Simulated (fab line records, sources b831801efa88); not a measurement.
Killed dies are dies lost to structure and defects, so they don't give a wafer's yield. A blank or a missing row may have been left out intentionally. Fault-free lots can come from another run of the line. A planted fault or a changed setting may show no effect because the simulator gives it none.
A single fault, viewed from 2 desks ; flow sky130 ; each desk has only its own numbers; what lay behind them comes last

== METROLOGY DESK ==
Means of the sampled wafers that have a number, per lot and without regard to the tool the lot ran on: this is what the gauges read. A lot is out of limits, marked OUT, if its mean lies more than 4 standard deviations from the usual mean; the brackets give that distance.
Columns: A = VT_ADJUST_PCH_TW at SKY_VT_ADJUST_PCH_TW_MEAS_10, usual 142.6; B = cdNm at SKY_SONOS_TUNNEL_CD_MEAS_07, usual 409.6 nm; C = SONOS_TUNNEL_OVL at SKY_SONOS_TUNNEL_OVL_MEAS_08, usual 2.1 nm
lot;first seen here;A;B;C
L722;day 12 10:33;144.4;410.7;-0.5
L724;day 13 02:11;144.4;407.6;0.9
L727;day 13 18:58;144.1;412.6;0.4
L729;day 14 14:34;142.8;410.2;2.1
L733;day 15 19:27;140.5;409.8;2.2
L734;day 16 03:40;142.9;412.6;2.2
Finding of this desk: none of the 6 lots has anything out of limits.

== FOR THE TOOL OWNER'S DESK: wetBench-01 ==
The tool's own readings at SKY_SONOS_TUNNEL_WET_ETCH_10 (etches SiO2 in dHF, target depth 14 nm, time 280 s): means of the sampled wafers that have a number, for each lot that ran on this tool. A lot is out of limits, marked OUT, if its mean lies more than 4 standard deviations from the usual mean; the brackets give that distance.
Columns: A = runLengthS at SKY_SONOS_TUNNEL_WET_ETCH_10, usual 308 s
lot;first seen here;A
L724;day 14 02:16;305
L727;day 14 22:46;164 (-39) OUT
L729;day 15 15:23;157 (-41) OUT
This desk's finding: out of limits on L727, L729; first on L727, day 14 22:46 (runLengthS at SKY_SONOS_TUNNEL_WET_ETCH_10). In limits: L724.

== BROUGHT TOGETHER ==
The tool owner's desk had the chance to raise an alarm at day 14 22:46 on L727, L729.
Nothing out of limits was seen by the metrology desk.
The metrology desk has L727, L729 on record, within its limits.
SKY_SONOS_TUNNEL_WET_ETCH_10 was run on wetBench-01 by each of the lots named.

== WHAT HAD BEEN PUT IN BY THE SIMULATOR ==
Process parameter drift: wetBench-01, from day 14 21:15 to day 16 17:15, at SKY_SONOS_TUNNEL_WET_ETCH_10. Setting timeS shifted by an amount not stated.
Lots struck among those shown: L727, L729.
Each desk's first reading out of limits, in hours after the fault started: the tool owner's desk, 2.
